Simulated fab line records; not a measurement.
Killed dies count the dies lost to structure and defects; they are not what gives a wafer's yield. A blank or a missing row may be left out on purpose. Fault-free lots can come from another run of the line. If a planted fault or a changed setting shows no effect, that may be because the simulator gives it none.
fab line records -- flow gf180mcu
record lots=14, wafers=42, last-day=34
route steps=602 shown VT_IMPLANT@131 SAB@274 M3@423 V3@450
lots that met no fault: taken from a fault-free run of the same line
start-h: hours from the record's opening day to when the first of the lot's shown wafers began -- wait-h: time in hours since the lot's previous step -- " unchanged from the row above -- L1.1+2: one row covering several wafers at once -- - no value present, or no start provided -- * or withheld: withheld -- < > ~ a bound
route shown NAME@n: a module of which the file shows steps, and the number in the route of the first -- usual: mean/standard deviation of fault-free wafers -- same: alike in all rows -- chamber/n: place in a boat -- sites: readings site by site -- _std_site: the values' standard deviation -- _edge_site: the outer-site mean with the inner-site mean subtracted -- radius-mm: for every site, how far away it sits from the centre of the wafer -- mask NAME#n: copy n -- behind: the tool/chamber that last shaped the wafer -- hold: cause of the lot's hold/its duration in hours/its outcome -- device: names the non-switching transistor (n, p or np) -- end of line: tests run on the same wafers once the route is complete -- for a step that has no rows: nothing shown but its recipe -- killed: at the first sort, the dies lost to defects and structure; wafer yield is something else -- map: a wafer's dies, marking killed ones x, the rest . and places with no die _
set.NAME: the setting that was run; set.NAME@STEP: the one run at that earlier step -- model.NAME: the simulator's own value behind a step, which no gauge read
route steps across a sampled set of lots; one table per step, one row per wafer
services: from which hour (start-h, from the record's first day; less than 0 if before it) a tool's chamber was out of use, for how many hours, and why
## steps
# step GF_VT_IMPLANT_IMPLANT_41
# recipe species=As, energy-kev=70, dose-cm2=1.013e+12, tilt-deg=7
lot.wafer,tool,chamber,start-h,wait-h
L779.1+3+4,implanter-03,0,160.75,0.0
L780.2+3+4,implanter-01,0,167.78,0.0
L781.4+5+6,implanter-04,0,172.93,0.1
L785.3+5+6,implanter-04,0,205.80,0.1
L787.1+3+5,implanter-04,0,215.15,0.0
L788.2+4+5,implanter-03,0,227.92,0.0
L789.4+5+6,implanter-03,0,231.27,0.1
L791.2+3+6,implanter-04,0,241.94,0.0
L794.3+4+5,implanter-03,0,261.25,0.1
L796.2+4+5,implanter-01,0,273.47,0.0
L798.4+5+6,implanter-03,0,288.72,0.1
L799.1+4+6,implanter-01,0,293.55,0.0
L800.4+5+6,implanter-04,0,298.12,0.1
L801.4+5+6,implanter-01,0,306.87,0.1
# step GF_VT_IMPLANT_TW_MEAS_43
# usual VT_IMPLANT_4_TW=692/5.1
lot.wafer,tool,chamber,start-h,wait-h,VT_IMPLANT_4_TW
L779.1,film-metro-04,-,161.00,0.1,689
L779.3,film-metro-04,-,161.00,0.1,685
L779.4,film-metro-04,-,161.00,0.1,683
L780.2,film-metro-01,-,168.02,0.1,689
L780.3,film-metro-01,-,168.02,0.1,694
L780.4,film-metro-01,-,168.02,0.1,692
L781.4,film-metro-02,-,173.14,0.1,698
L781.5,film-metro-02,-,173.14,0.1,697
L781.6,film-metro-02,-,173.14,0.1,699
L785.3,film-metro-01,-,206.02,0.1,687
L785.5,film-metro-01,-,206.02,0.1,690
L785.6,film-metro-01,-,206.02,0.1,685
L787.1,film-metro-01,-,215.40,0.1,687
L787.3,film-metro-01,-,215.40,0.1,689
L787.5,film-metro-01,-,215.40,0.1,686
L788.2,film-metro-04,-,228.16,0.1,684
L788.4,film-metro-04,-,228.16,0.1,689
L788.5,film-metro-04,-,228.16,0.1,684
L789.4,film-metro-01,-,231.48,0.1,688
L789.5,film-metro-01,-,231.48,0.1,688
L789.6,film-metro-01,-,231.48,0.1,687
L791.2,film-metro-04,-,242.18,0.1,685
L791.3,film-metro-04,-,242.18,0.1,686
L791.6,film-metro-04,-,242.18,0.1,690
L794.3,film-metro-04,-,261.47,0.1,620
L794.4,film-metro-04,-,261.47,0.1,622
L794.5,film-metro-04,-,261.47,0.1,620
L796.2,film-metro-02,-,273.71,0.1,697
L796.4,film-metro-02,-,273.71,0.1,698
L796.5,film-metro-02,-,273.71,0.1,698
L798.4,film-metro-02,-,288.93,0.1,635
L798.5,film-metro-02,-,288.93,0.1,634
L798.6,film-metro-02,-,288.93,0.1,637
L799.1,film-metro-01,-,293.80,0.1,695
L799.4,film-metro-01,-,293.80,0.1,693
L799.6,film-metro-01,-,293.80,0.1,696
L800.4,film-metro-01,-,298.33,0.1,691
L800.5,film-metro-01,-,298.33,0.1,691
L800.6,film-metro-01,-,298.33,0.1,694
L801.4,film-metro-01,-,307.08,0.1,697
L801.5,film-metro-01,-,307.08,0.1,694
L801.6,film-metro-01,-,307.08,0.1,694
# step GF_SAB_OVL_MEAS_10
# usual SAB_OVL=0.7/1.7
lot.wafer,tool,chamber,start-h,wait-h,SAB_OVL[nm]
L779.1,overlay-02,-,343.10,0.1,2.5
L779.3,overlay-02,-,343.10,0.1,2.0
L779.4,overlay-02,-,343.10,0.1,0.1
L780.2,overlay-02,-,352.00,0.1,1.1
L780.3,overlay-02,-,352.00,0.1,0.7
L780.4,overlay-02,-,352.00,0.1,2.1
L781.4,overlay-01,-,357.06,0.1,-1.0
L781.5,overlay-01,-,357.06,0.1,-1.9
L781.6,overlay-01,-,357.06,0.1,-1.6
L785.3,overlay-02,-,404.90,0.1,0.4
L785.5,overlay-02,-,404.90,0.1,-0.3
L785.6,overlay-02,-,404.90,0.1,0.2
L787.1,overlay-02,-,416.74,0.1,1.3
L787.3,overlay-02,-,416.74,0.1,0.5
L787.5,overlay-02,-,416.74,0.1,2.0
L788.2,overlay-01,-,433.43,0.1,2.4
L788.4,overlay-01,-,433.43,0.1,0.8
L788.5,overlay-01,-,433.43,0.1,1.0
L789.4,overlay-01,-,436.05,0.1,1.3
L789.5,overlay-01,-,436.05,0.1,1.0
L789.6,overlay-01,-,436.05,0.1,1.7
L791.2,overlay-01,-,448.13,0.1,4.2
L791.3,overlay-01,-,448.13,0.1,1.7
L791.6,overlay-01,-,448.13,0.1,2.9
L794.3,overlay-01,-,475.05,0.1,4.3
L794.4,overlay-01,-,475.05,0.1,2.9
L794.5,overlay-01,-,475.05,0.1,2.6
L796.2,overlay-02,-,490.19,0.1,-3.8
L796.4,overlay-02,-,490.19,0.1,-1.0
L796.5,overlay-02,-,490.19,0.1,-3.6
L798.4,overlay-02,-,511.21,0.1,2.5
L798.5,overlay-02,-,511.21,0.1,2.3
L798.6,overlay-02,-,511.21,0.1,1.4
L799.1,overlay-02,-,514.83,0.1,1.7
L799.4,overlay-02,-,514.83,0.1,2.2
L799.6,overlay-02,-,514.83,0.1,1.4
L800.4,overlay-02,-,520.95,0.1,0.5
L800.5,overlay-02,-,520.95,0.1,0.9
L800.6,overlay-02,-,520.95,0.1,1.6
L801.4,overlay-02,-,529.99,0.1,-1.6
L801.5,overlay-02,-,529.99,0.1,-2.2
L801.6,overlay-02,-,529.99,0.1,-1.9
# step GF_M3_CD_MEAS_14
# recipe target-cd-nm=280
# usual cd-nm=279.9/1
lot.wafer,tool,chamber,start-h,wait-h,cd-nm
L779.1,cd-sem-02,-,497.86,0.1,282.2
L779.3,cd-sem-02,-,497.86,0.1,281.9
L779.4,cd-sem-02,-,497.86,0.1,281.1
L780.2,cd-sem-02,-,504.04,0.1,279.6
L780.3,cd-sem-02,-,504.04,0.1,279.9
L780.4,cd-sem-02,-,504.04,0.1,278.9
L781.4,cd-sem-02,-,509.09,0.1,278.4
L781.5,cd-sem-02,-,509.09,0.1,279.1
L781.6,cd-sem-02,-,509.09,0.1,278.3
L785.3,cd-sem-01,-,558.17,0.1,280.1
L785.5,cd-sem-01,-,558.17,0.1,280.5
L785.6,cd-sem-01,-,558.17,0.1,281.0
L787.1,cd-sem-02,-,567.98,0.1,279.5
L787.3,cd-sem-02,-,567.98,0.1,279.9
L787.5,cd-sem-02,-,567.98,0.1,279.5
L788.2,cd-sem-01,-,582.83,0.1,280.4
L788.4,cd-sem-01,-,582.83,0.1,280.1
L788.5,cd-sem-01,-,582.83,0.1,281.1
L789.4,cd-sem-02,-,586.09,0.1,279.5
L789.5,cd-sem-02,-,586.09,0.1,279.5
L789.6,cd-sem-02,-,586.09,0.1,280.1
L791.2,cd-sem-02,-,595.90,0.1,280.7
L791.3,cd-sem-02,-,595.90,0.1,281.0
L791.6,cd-sem-02,-,595.90,0.1,281.1
L794.3,cd-sem-01,-,619.50,0.1,278.7
L794.4,cd-sem-01,-,619.50,0.1,279.3
L794.5,cd-sem-01,-,619.50,0.1,281.0
L796.2,cd-sem-02,-,632.90,0.1,279.2
L796.4,cd-sem-02,-,632.90,0.1,279.6
L796.5,cd-sem-02,-,632.90,0.1,278.7
L798.4,cd-sem-01,-,651.42,0.1,279.6
L798.5,cd-sem-01,-,651.42,0.1,279.2
L798.6,cd-sem-01,-,651.42,0.1,278.5
L799.1,cd-sem-01,-,652.47,0.1,279.3
L799.4,cd-sem-01,-,652.47,0.1,279.9
L799.6,cd-sem-01,-,652.47,0.1,279.6
L800.4,cd-sem-01,-,657.69,0.1,278.7
L800.5,cd-sem-01,-,657.69,0.1,279.1
L800.6,cd-sem-01,-,657.69,0.1,277.9
L801.4,cd-sem-01,-,665.69,0.1,278.9
L801.5,cd-sem-01,-,665.69,0.1,279.5
L801.6,cd-sem-01,-,665.69,0.1,279.2
# step GF_V3_SPUTTER_21
# recipe material=Ti, target-thk-nm=15, chamber-pressure-pa=5, power-w=2500, substrate-temp-c=200, time-s=80.02
# usual substrate-temp-c=200.01/0.17, throttle-valve-pct=30.5/1.8
lot.wafer,tool,chamber,start-h,wait-h,substrate-temp-c,throttle-valve-pct
L779.1,pvd-sputter-02,-,524.04,0.0,200.05,28.2
L779.3,pvd-sputter-02,-,524.04,0.0,199.90,33.5
L779.4,pvd-sputter-02,-,524.04,0.0,200.12,30.5
L780.2,pvd-sputter-03,-,529.48,0.0,200.05,30.0
L780.3,pvd-sputter-03,-,529.48,0.0,199.93,32.6
L780.4,pvd-sputter-03,-,529.48,0.0,200.08,30.3
L781.4,pvd-sputter-01,-,534.62,0.0,200.57,28.6
L781.5,pvd-sputter-01,-,534.62,0.0,199.86,29.0
L781.6,pvd-sputter-01,-,534.62,0.0,200.14,29.0
L785.3,pvd-sputter-01,-,582.40,0.0,199.87,28.9
L785.5,pvd-sputter-01,-,582.40,0.0,199.84,28.6
L785.6,pvd-sputter-01,-,582.40,0.0,199.92,31.8
L787.1,pvd-sputter-01,-,591.90,0.0,199.83,28.8
L787.3,pvd-sputter-01,-,591.90,0.0,200.00,28.5
L787.5,pvd-sputter-01,-,591.90,0.0,200.11,31.8
L788.2,pvd-sputter-02,-,606.63,0.0,199.71,33.4
L788.4,pvd-sputter-02,-,606.63,0.0,200.05,29.0
L788.5,pvd-sputter-02,-,606.63,0.0,199.94,28.8
L789.4,pvd-sputter-03,-,609.21,0.0,199.95,32.6
L789.5,pvd-sputter-03,-,609.21,0.0,199.71,31.4
L789.6,pvd-sputter-03,-,609.21,0.0,199.95,30.1
L791.2,pvd-sputter-02,-,619.07,0.0,200.01,28.4
L791.3,pvd-sputter-02,-,619.07,0.0,200.22,33.5
L791.6,pvd-sputter-02,-,619.07,0.0,199.98,28.1
L794.3,pvd-sputter-03,-,642.90,0.0,200.27,30.3
L794.4,pvd-sputter-03,-,642.90,0.0,199.77,30.3
L794.5,pvd-sputter-03,-,642.90,0.0,200.10,31.3
L796.2,pvd-sputter-03,-,655.74,0.0,200.08,31.5
L796.4,pvd-sputter-03,-,655.74,0.0,199.91,30.3
L796.5,pvd-sputter-03,-,655.74,0.0,200.04,32.6
L798.4,pvd-sputter-02,-,672.55,0.0,200.19,30.6
L798.5,pvd-sputter-02,-,672.55,0.0,199.86,33.5
L798.6,pvd-sputter-02,-,672.55,0.0,199.95,28.0
L799.1,pvd-sputter-03,-,674.02,0.0,200.31,30.5
L799.4,pvd-sputter-03,-,674.02,0.0,200.17,31.1
L799.6,pvd-sputter-03,-,674.02,0.0,199.88,31.1
L800.4,pvd-sputter-02,-,679.00,0.0,199.86,33.4
L800.5,pvd-sputter-02,-,679.00,0.0,199.76,28.9
L800.6,pvd-sputter-02,-,679.00,0.0,199.85,31.0
L801.4,pvd-sputter-02,-,687.25,0.0,199.92,30.6
L801.5,pvd-sputter-02,-,687.25,0.0,200.11,30.9
L801.6,pvd-sputter-02,-,687.25,0.0,199.89,28.8
## services
tool,chamber,start-h,hours,kind
implanter-01,-,155.99,3.2,repair
pvd-sputter-03,-,158.75,4.5,repair
implanter-01,-,172.26,2.5,repair
implanter-03,-,206.92,6.9,repair
implanter-03,-,241.65,0.5,repair
implanter-04,-,244.47,1.4,repair
implanter-01,-,255.34,2.1,repair
implanter-01,-,261.87,8.7,repair
pvd-sputter-02,-,277.39,1.7,repair
implanter-04,-,294.57,2.8,pm
pvd-sputter-03,-,294.89,4.0,repair
implanter-04,-,321.75,2.1,repair
pvd-sputter-02,-,383.22,9.4,repair
implanter-03,-,430.01,3.9,pm
implanter-01,-,448.43,1.4,repair
implanter-01,-,463.61,5.3,pm
pvd-sputter-02,-,531.99,2.6,repair
implanter-03,-,552.13,4.4,pm
pvd-sputter-02,-,569.38,0.7,repair
implanter-04,-,608.67,4.1,repair
pvd-sputter-03,-,629.24,4.1,repair
implanter-01,-,632.15,6.8,repair
implanter-01,-,669.41,2.9,pm
implanter-04,-,684.74,0.6,repair
## key
first-sign step=GF_VT_IMPLANT_TW_MEAS_43, reading=VT_IMPLANT_4_TW, direction=down, sigmas=13, usual=692, struck=628
effect none on later readings
met-at GF_VT_IMPLANT_IMPLANT_41
struck-lots L794,L798
tester-left-out L794,L798
not-acting-at GF_SAB_OVL_MEAS_10,GF_M3_CD_MEAS_14,GF_V3_SPUTTER_21
onset-between 231.27 261.25
fault kind=process-parameter-drift, tool=implanter-03, chamber=-, onset-h=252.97, steps=GF_VT_IMPLANT_IMPLANT_41, channel=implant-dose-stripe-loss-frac, offset=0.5, shape=step, end-h=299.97
# tester-left-out: of these lots the tester's yield and bins aren't shown, on N5 and GAA mostly nor the transistor test; their killed dies are dies lost to structure and defects alone, not to doping, threshold or leakage, so they don't give the yield
